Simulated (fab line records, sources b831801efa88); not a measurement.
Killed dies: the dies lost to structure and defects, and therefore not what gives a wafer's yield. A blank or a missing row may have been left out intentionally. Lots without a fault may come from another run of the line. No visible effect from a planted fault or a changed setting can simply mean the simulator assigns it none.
Matching of chambers + flow gf180mcu + cmp-01 running GF_V2_CMP_04: 4 sister chambers
The step polishes SiO2. 4 wafers are shown with their chamber, then 7 later ones without.

== WAFERS PAIRED WITH THEIR CHAMBERS ==
| wafer  | chamber | motorCurrentA (A) |
|--------|---------|-------------------|
| L631.3 | 3       | 12.4              |
| L635.2 | 1       | 12.6              |
| L639.1 | 2       | 13.4              |
| L639.2 | 0       | 11.9              |

== WAFERS WITH NO CHAMBER GIVEN ==
| wafer  | motorCurrentA (A) |
|--------|-------------------|
| L639.6 | 12.6              |
| L645.1 | 12.6              |
| L645.4 | 11.8              |
| L645.5 | 12.0              |
| L648.1 | 12.1              |
| L648.2 | 12.0              |
| L648.4 | 11.6              |

== WHICH CHAMBER EACH ONE RAN IN ==
| wafer  | from the rows above          | in truth                   |
|--------|------------------------------|----------------------------|
| L639.6 | can't be placed: 1 or 3      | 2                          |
| L645.1 | can't be placed: 1 or 3      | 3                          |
| L645.4 | 0                            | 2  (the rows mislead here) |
| L645.5 | can't be placed: 0 or 3      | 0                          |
| L648.1 | can't be placed: 0 or 3 or 1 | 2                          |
| L648.2 | can't be placed: 0 or 3      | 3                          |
| L648.4 | 0                            | 0                          |
Placed correctly: 1 of 7. Can't be placed from these rows: 5 (the true chamber is among the candidates in 3). Placed wrongly: 1.
How it was worked out, from the rows above alone: a wafer's distance from a chamber is the root of the sum, over the readings, of the square of ((its reading less the chamber's mean) divided by the reading's scatter). The wafer belongs to the nearest chamber; if the next one is less than 2 further off, it can't be placed. A chamber's mean is the mean of its shown wafers. The scatter: with one shown wafer a chamber, the root of the mean of the squares of how far each hidden wafer lies from its nearest shown one.
